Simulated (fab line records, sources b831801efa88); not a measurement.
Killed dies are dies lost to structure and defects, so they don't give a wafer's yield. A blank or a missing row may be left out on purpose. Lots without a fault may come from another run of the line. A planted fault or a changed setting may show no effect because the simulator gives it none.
Tool commonality check | flow sky130 | 14 lots, 51 wafers sampled

WHY IT WAS OPENED
At SKY_VT_ADJUST_LVTN_TW_MEAS_10 the reading VT_ADJUST_LVTN_TW is flagged on 3 of 14 lots. Wafers without a fault read 241.6, standard deviation 1.2.
Rule: a lot is flagged when every wafer of it that has a number lies more than 4 standard deviations from that mean, or none has a number. The other lots count as sound.

lot  | measured     | on            | VT_ADJUST_LVTN_TW, wafer by wafer   | flag
L561 | day 7 12:08  | film_metro-01 | 241.7 239.9 240.2                   |
L562 | day 7 16:57  | film_metro-03 | 240.9 243.0 242.7                   |
L563 | day 7 20:37  | film_metro-02 | 242.4 244.8 242.0                   |
L564 | day 8 03:22  | film_metro-01 | 240.6 239.9 240.4                   |
L567 | day 8 23:17  | film_metro-01 | 131.9 130.6 131.0 130.8 130.3 130.4 | FLAGGED
L568 | day 9 02:38  | film_metro-02 | 129.6 128.2 128.7 128.9 127.2 128.1 | FLAGGED
L569 | day 9 07:44  | film_metro-01 | 127.1 126.7 126.3 126.9 125.7 126.6 | FLAGGED
L575 | day 11 04:16 | film_metro-01 | 241.7 240.6 241.3                   |
L576 | day 11 05:44 | film_metro-01 | 241.3 241.3 240.6                   |
L579 | day 12 03:11 | film_metro-02 | 242.0 239.8 242.8                   |
L580 | day 12 05:20 | film_metro-01 | 239.5 241.7 239.8                   |
L581 | day 12 11:53 | film_metro-01 | 239.8 240.1 240.1                   |
L582 | day 12 20:42 | film_metro-03 | 242.7 243.1 244.4                   |
L583 | day 13 04:52 | film_metro-02 | 243.4 243.2 242.3                   |
The numbers of the flagged lots are 128.6 on average: -113.0 against the usual, or -94 standard deviations.

WHICH TOOL RAN EACH LOT
The record holds 1 process step before the reading, out of a route of 708 steps. In each cell: the tool, then ch and the chambers that the sampled wafers went through, then the start.
lot  | flag    | SKY_VT_ADJUST_LVTN_IMPLANT_08
L561 |         | implanter-01 ch 0, day 7 11:53
L562 |         | implanter-04 ch 0, day 7 16:44
L563 |         | implanter-04 ch 0, day 7 20:22
L564 |         | implanter-04 ch 0, day 8 03:08
L567 | FLAGGED | implanter-04 ch 0, day 8 23:03
L568 | FLAGGED | implanter-04 ch 0, day 9 02:24
L569 | FLAGGED | implanter-04 ch 0, day 9 07:29
L575 |         | implanter-01 ch 0, day 11 04:03
L576 |         | implanter-03 ch 0, day 11 05:31
L579 |         | implanter-04 ch 0, day 12 02:56
L580 |         | implanter-03 ch 0, day 12 05:05
L581 |         | implanter-01 ch 0, day 12 11:38
L582 |         | implanter-03 ch 0, day 12 20:29
L583 |         | implanter-03 ch 0, day 13 04:37
What these steps do:
- SKY_VT_ADJUST_LVTN_IMPLANT_08
- SKY_VT_ADJUST_LVTN_TW_MEAS_10

FLAGGED OVER TOTAL, TOOL BY TOOL (the gauges that took the reading come last)
step                          | tool          | lots run | flagged | share of the flagged lots | sound lots run after its first flagged lot
SKY_VT_ADJUST_LVTN_IMPLANT_08 | implanter-01  | 3        | 0       | none                      | -
SKY_VT_ADJUST_LVTN_IMPLANT_08 | implanter-03  | 4        | 0       | none                      | -
SKY_VT_ADJUST_LVTN_IMPLANT_08 | implanter-04  | 7        | 3       | all                       | 1 (L579)
SKY_VT_ADJUST_LVTN_TW_MEAS_10 | film_metro-01 | 8        | 2       | some                      | 4 (L575,L576,L580,L581)
SKY_VT_ADJUST_LVTN_TW_MEAS_10 | film_metro-02 | 4        | 1       | some                      | 2 (L579,L583)
SKY_VT_ADJUST_LVTN_TW_MEAS_10 | film_metro-03 | 2        | 0       | none                      | -

WHAT THE TABLE ALLOWS
1 row of the table ran every flagged lot: implanter-04 at SKY_VT_ADJUST_LVTN_IMPLANT_08.
- implanter-04 at SKY_VT_ADJUST_LVTN_IMPLANT_08: 3 of its 7 lots flagged. Sound lots ran on it after the first flagged one (L579), which a lasting fault on the whole tool wouldn't allow. Its own readings lie more than 4 standard deviations out on every wafer of the flagged lots: dose_ions_cm2, faraday_current_uA.
No row of the table ran every flagged lot and no sound lot after the first.

WHAT THE SIMULATOR HAD PUT IN
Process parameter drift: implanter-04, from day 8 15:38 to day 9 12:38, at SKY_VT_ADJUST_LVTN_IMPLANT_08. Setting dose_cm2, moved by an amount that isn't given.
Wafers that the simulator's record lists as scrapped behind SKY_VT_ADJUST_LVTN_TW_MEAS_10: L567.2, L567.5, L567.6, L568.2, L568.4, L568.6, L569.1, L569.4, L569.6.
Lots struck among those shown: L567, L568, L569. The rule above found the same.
